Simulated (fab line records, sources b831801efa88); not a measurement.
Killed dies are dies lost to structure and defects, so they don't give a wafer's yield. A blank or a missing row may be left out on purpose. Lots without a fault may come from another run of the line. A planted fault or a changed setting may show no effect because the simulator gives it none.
Which tool did it? | flow gf180mcu | 14 lots, 42 wafers sampled, at 4 steps of a route of 602

WHAT THE GAUGES READ, wafer by wafer
GF_HV_LDD_OVL_MEAS_20. Usual: HV_LDD_01_OVL -1.0 nm, standard deviation 1.3.
lot  | measured     | on         | HV_LDD_01_OVL (nm) | flag
L689 | day 10 16:04 | overlay-01 | -3.3 -2.8 -2.1     |
L690 | day 11 03:11 | overlay-02 | -0.4 -1.6 -0.6     |
L694 | day 12 12:23 | overlay-02 | 0.2 -2.1 0.9       |
L698 | day 13 16:25 | overlay-02 | -0.6 -0.9 -0.9     |
L701 | day 14 16:46 | overlay-02 | -2.2 1.0 1.0       |
L704 | day 15 12:19 | overlay-02 | -1.4 -1.3 -2.3     |
L705 | day 15 19:20 | overlay-02 | -0.5 -0.2 -0.7     |
L708 | day 17 03:26 | overlay-02 | -2.0 -1.7 -0.3     |
L709 | day 17 03:44 | overlay-01 | 0.3 -2.0 -0.7      |
L710 | day 17 12:07 | overlay-01 | 0.0 -0.1 -1.4      |
L711 | day 17 22:19 | overlay-01 | 0.5 -0.9 -1.9      |
L712 | day 18 04:46 | overlay-02 | -5.1 -3.1 -2.7     |

GF_PSD_CD_MEAS_07: target cd 400 nm. Usual: cd_nm 399.9 nm, standard deviation 2.6.
lot  | measured     | on        | cd_nm (nm)        | flag
L689 | day 14 03:45 | cd_sem-02 | 398.2 399.1 400.4 |
L690 | day 14 16:08 | cd_sem-02 | 398.2 399.8 398.3 |
L694 | day 16 02:40 | cd_sem-01 | 401.1 398.7 401.9 |
L698 | day 17 10:46 | cd_sem-02 | 405.8 402.5 402.3 |
L701 | day 18 14:46 | cd_sem-01 | 396.0 396.0 395.1 |
L704 | day 19 11:15 | cd_sem-01 | 399.8 397.9 400.2 |
L705 | day 19 22:55 | cd_sem-01 | 401.4 401.1 400.9 |
L708 | day 21 07:16 | cd_sem-01 | 400.0 398.0 400.8 |
L709 | day 21 07:40 | cd_sem-02 | 401.5 400.0 401.5 |
L710 | day 21 15:32 | cd_sem-02 | 401.8 400.9 396.6 |
L711 | day 22 02:59 | cd_sem-01 | 402.0 401.8 402.7 |
L712 | day 22 09:35 | cd_sem-02 | 397.3 394.5 395.3 |

GF_SAB_THK_MEAS_01. Usual: SAB_CVD_00_THK 50.0 nm, standard deviation 0.62.
lot  | measured     | on            | SAB_CVD_00_THK (nm) | flag
L689 | day 14 04:35 | film_metro-02 | 49.2 50.1 50.5      |
L690 | day 14 16:58 | film_metro-02 | 50.0 49.9 49.9      |
L694 | day 16 03:31 | film_metro-02 | 49.8 49.6 49.0      |
L698 | day 17 11:37 | film_metro-02 | 49.0 49.9 50.5      |
L701 | day 18 15:38 | film_metro-03 | 50.2 50.4 51.2      |
L704 | day 19 12:07 | film_metro-01 | 50.0 50.0 50.8      |
L705 | day 19 23:46 | film_metro-01 | 50.1 51.2 50.4      |
L708 | day 21 08:08 | film_metro-03 | 49.4 49.5 50.0      |
L709 | day 21 08:31 | film_metro-03 | 49.8 48.7 50.6      |
L710 | day 21 16:23 | film_metro-03 | 49.7 50.8 51.1      |
L711 | day 22 03:50 | film_metro-02 | 49.8 49.5 50.7      |
L712 | day 22 10:26 | film_metro-02 | 49.0 49.7 50.6      |

WHICH TOOL RAN EACH LOT (tool, then ch and the chambers of the sampled wafers, then the start)
lot  | GF_DUAL_GATE_OXIDATION_15
L689 | furnace-01 ch 0, day 8 06:26
L690 | furnace-02 ch 0, day 8 15:41
L694 | furnace-01 ch 0, day 9 19:59
L696 | furnace-01, day 10 13:37
L697 | furnace-02, day 10 16:55
L698 | furnace-01 ch 0, day 11 00:06
L701 | furnace-01 ch 0, day 11 22:17
L704 | furnace-01 ch 0, day 12 17:31
L705 | furnace-02 ch 0, day 13 00:22
L708 | furnace-01 ch 0, day 14 05:13
L709 | furnace-01 ch 0, day 14 05:13
L710 | furnace-01 ch 0, day 14 13:35
L711 | furnace-01 ch 0, day 14 18:58
L712 | furnace-02 ch 0, day 15 05:32
- GF_DUAL_GATE_OXIDATION_15: stabilise 600 s, purge 300 s, target thk 7.098 nm.

WHAT THE TOOLS THEMSELVES READ (means of the sampled wafers that have a number; where no wafer has one, the mark that the record gives instead)
GF_DUAL_GATE_OXIDATION_15. Usual: ox_temp_c 850.01 C, standard deviation 0.28; ox_temp_c_max 853.0, standard deviation 0.6; zone_power_lower_pct 14.3 %, standard deviation 1.2.
lot  | tool       | ox_temp_c (C) | ox_temp_c_max | zone_power_lower_pct (%) | flag
L689 | furnace-01 | 850.25        | 852.9         | 15.5                     |
L690 | furnace-02 | 850.19        | 853.0         | 12.9                     |
L694 | furnace-01 | 849.88        | 852.4         | 15.5                     |
L696 | furnace-01 | -             | -             | -                        | OFF
L697 | furnace-02 | -             | -             | -                        | OFF
L698 | furnace-01 | 850.28        | 852.6         | 15.4                     |
L701 | furnace-01 | 849.84        | 853.0         | 15.6                     |
L704 | furnace-01 | 849.98        | 852.6         | 15.4                     |
L705 | furnace-02 | 850.28        | 853.3         | 13.0                     |
L708 | furnace-01 | 849.98        | 853.4         | 15.3                     |
L709 | furnace-01 | 850.00        | 853.1         | 15.4                     |
L710 | furnace-01 | 849.73        | 852.1         | 15.4                     |
L711 | furnace-01 | 849.89        | 852.5         | 15.4                     |
L712 | furnace-02 | 849.97        | 853.8         | 12.9                     |

THE ANSWER, worked out from the rows above alone
Rule: a lot is off if the mean of its wafers that have a number lies more than 3 standard deviations from the usual mean. A lot without any number at a reading at which 4 lots or more have one is off too. The other lots that the step has rows for count as sound. The gauges are gone through in route order, then the tools' own readings, and for those a lot's mean is taken as printed above. The first step at which some lot is off is used, and at that step the reading that is off furthest; a lot without a number counts as furthest.
Off: L696, L697, at GF_DUAL_GATE_OXIDATION_15 (ox_temp_c). Without a number there: L696, L697.
A tool fits if, at that step or a process step before it, it ran every lot that is off, and no sound lot after the first of them. None of those tried fits.

WHAT THE SIMULATOR HAD PUT IN
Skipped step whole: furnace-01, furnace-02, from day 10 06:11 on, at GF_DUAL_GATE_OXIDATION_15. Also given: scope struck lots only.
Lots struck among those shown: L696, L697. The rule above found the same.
